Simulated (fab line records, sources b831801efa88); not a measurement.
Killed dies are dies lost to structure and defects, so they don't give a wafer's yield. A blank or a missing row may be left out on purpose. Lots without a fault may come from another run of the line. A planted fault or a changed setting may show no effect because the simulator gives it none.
Which tool did it? | flow gf180mcu | 14 lots, 42 wafers sampled, at 3 steps of a route of 602

WHAT THE GAUGES READ, wafer by wafer
GF_V3_THK_MEAS_01. Usual: V3_CVD_00_THK 603 nm, standard deviation 7.
lot  | measured     | on            | V3_CVD_00_THK (nm)            | flag
L941 | day 22 01:51 | film_metro-04 | 610 597 602                   |
L942 | day 22 02:23 | film_metro-01 | 610 610 604                   |
L943 | day 22 07:25 | film_metro-04 | 607 606 607                   |
L944 | day 22 14:17 | film_metro-01 | 594 598 589                   |
L945 | day 22 19:25 | film_metro-03 | 595 596 605                   |
L950 | day 24 18:58 | film_metro-01 | 1221 1210 1206 1223 1210 1205 | OFF
L955 | day 26 07:35 | film_metro-04 | 1197 1210 1206 1197 1211 1207 | OFF
L957 | day 27 06:12 | film_metro-04 | 610 605 614                   |
L958 | day 27 16:11 | film_metro-04 | 601 592 589                   |
L959 | day 27 18:49 | film_metro-03 | 605 606 601                   |
L960 | day 28 00:10 | film_metro-03 | 605 603 606                   |
L961 | day 28 08:10 | film_metro-01 | 598 597 594                   |
L963 | day 28 16:14 | film_metro-04 | 596 598 603                   |
L964 | day 28 22:47 | film_metro-03 | 610 600 598                   |

WHICH TOOL RAN EACH LOT (tool, then ch and the chambers of the sampled wafers, then the start)
lot  | GF_V2_SPUTTER_22             | GF_V3_CVD_00
L941 | pvd_sputter-04, day 20 23:55 | hdpcvd-02 ch 0,1,2, day 22 01:46
L942 | pvd_sputter-01, day 21 00:32 | hdpcvd-01 ch 0,2, day 22 02:19
L943 | pvd_sputter-01, day 21 06:23 | hdpcvd-01 ch 0,1,2, day 22 07:21
L944 | pvd_sputter-04, day 21 13:34 | hdpcvd-02 ch 0,1,2, day 22 14:13
L945 | pvd_sputter-01, day 21 19:04 | hdpcvd-01 ch 0,1, day 22 19:21
L950 | pvd_sputter-04, day 23 18:59 | hdpcvd-02 ch 0,2, day 24 18:27
L955 | pvd_sputter-01, day 25 08:59 | hdpcvd-01 ch 0,2, day 26 07:15
L957 | pvd_sputter-03, day 26 07:31 | hdpcvd-01 ch 1,2, day 27 06:07
L958 | pvd_sputter-04, day 26 18:16 | hdpcvd-02 ch 0,1,2, day 27 16:07
L959 | pvd_sputter-03, day 26 20:44 | hdpcvd-01 ch 0,1, day 27 18:43
L960 | pvd_sputter-03, day 27 02:28 | hdpcvd-02 ch 0,1,2, day 28 00:05
L961 | pvd_sputter-01, day 27 10:49 | hdpcvd-01 ch 1,2, day 28 08:06
L963 | pvd_sputter-01, day 27 18:36 | hdpcvd-02 ch 0,1,2, day 28 16:09
L964 | pvd_sputter-03, day 28 02:21 | hdpcvd-02 ch 0,2, day 28 22:42
- GF_V2_SPUTTER_22: material TiN, target thk 10 nm, time 40 s.
- GF_V3_CVD_00: deposits SiO2, target thk 600 nm, time 100 s.

WHAT THE TOOLS THEMSELVES READ (means of the sampled wafers that have a number; where no wafer has one, the mark that the record gives instead)
GF_V2_SPUTTER_22. Usual: throttle_valve_pct 30.3 %, standard deviation 0.84.
lot  | tool           | throttle_valve_pct (%) | flag
L941 | pvd_sputter-04 | 29.6                   |
L942 | pvd_sputter-01 | 31.0                   |
L943 | pvd_sputter-01 | 30.8                   |
L944 | pvd_sputter-04 | 30.2                   |
L945 | pvd_sputter-01 | 30.8                   |
L950 | pvd_sputter-04 | 29.8                   |
L955 | pvd_sputter-01 | 30.8                   |
L957 | pvd_sputter-03 | 30.0                   |
L958 | pvd_sputter-04 | 29.6                   |
L959 | pvd_sputter-03 | 29.6                   |
L960 | pvd_sputter-03 | 30.1                   |
L961 | pvd_sputter-01 | 30.4                   |
L963 | pvd_sputter-01 | 30.8                   |
L964 | pvd_sputter-03 | 29.9                   |

THE ANSWER, worked out from the rows above alone
Rule: a lot is off if the mean of its wafers that have a number lies more than 3 standard deviations from the usual mean. A lot without any number at a reading at which 4 lots or more have one is off too. The other lots that the step has rows for count as sound. The gauges are gone through in route order, then the tools' own readings, and for those a lot's mean is taken as printed above. The first step at which some lot is off is used, and at that step the reading that is off furthest; a lot without a number counts as furthest.
Off: L950, L955, at GF_V3_THK_MEAS_01 (V3_CVD_00_THK).
A tool fits if, at a process step before that reading, it ran every lot that is off, and no sound lot after the first of them. The gauges at GF_V3_THK_MEAS_01 are tried like those tools. None of those tried fits.

WHAT THE SIMULATOR HAD PUT IN
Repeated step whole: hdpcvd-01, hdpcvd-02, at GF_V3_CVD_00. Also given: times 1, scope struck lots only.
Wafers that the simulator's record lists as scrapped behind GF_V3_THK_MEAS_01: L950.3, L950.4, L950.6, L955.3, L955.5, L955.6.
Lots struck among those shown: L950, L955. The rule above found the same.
